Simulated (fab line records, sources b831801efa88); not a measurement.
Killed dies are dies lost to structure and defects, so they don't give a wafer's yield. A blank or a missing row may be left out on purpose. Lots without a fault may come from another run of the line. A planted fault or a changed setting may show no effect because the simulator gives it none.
Chamber matching | flow gf180mcu | GF_PASSIVATION_CVD_02 on pecvd-03: 3 sister chambers
The step deposits Si3N4, target thk 700 nm, time 486.18 s. 6 wafers are shown with their chamber, then 7 later ones without.

WAFERS WITH THEIR CHAMBER
wafer  | chamber | heater_power_w (W)
L984.4 | 0       | 844
L985.1 | 0       | 842
L985.3 | 1       | 703
L985.4 | 2       | 609
L995.1 | 1       | 618
L995.2 | 2       | 710

WAFERS WITHOUT THEIR CHAMBER
wafer  | heater_power_w (W)
L995.5 | 758
L102.2 | 771
L102.4 | 775
L102.5 | 684
L103.3 | 832
L103.5 | 714
L103.6 | 842

WHICH CHAMBER EACH WENT THROUGH
wafer  | from the rows above          | in truth
L995.5 | can't be placed: 0 or 1 or 2 | 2
L102.2 | can't be placed: 0 or 1 or 2 | 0
L102.4 | can't be placed: 0 or 1 or 2 | 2
L102.5 | can't be placed: 1 or 2      | 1
L103.3 | 0                            | 0
L103.5 | can't be placed: 1 or 2 or 0 | 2
L103.6 | 0                            | 0
Placed correctly: 2 of 7. Can't be placed from these rows: 5 (the true chamber is among the candidates in 5). Placed wrongly: 0.
How it was worked out, from the rows above alone: a wafer's distance from a chamber is the root of the sum, over the readings, of the square of ((its reading less the chamber's mean) divided by the reading's scatter). The wafer belongs to the nearest chamber; if the next one is less than 2 further off, it can't be placed. A chamber's mean is the mean of its shown wafers. The scatter: the root of (the sum of the squares of (reading less its chamber's mean) over the shown wafers, divided by (wafers less chambers)).
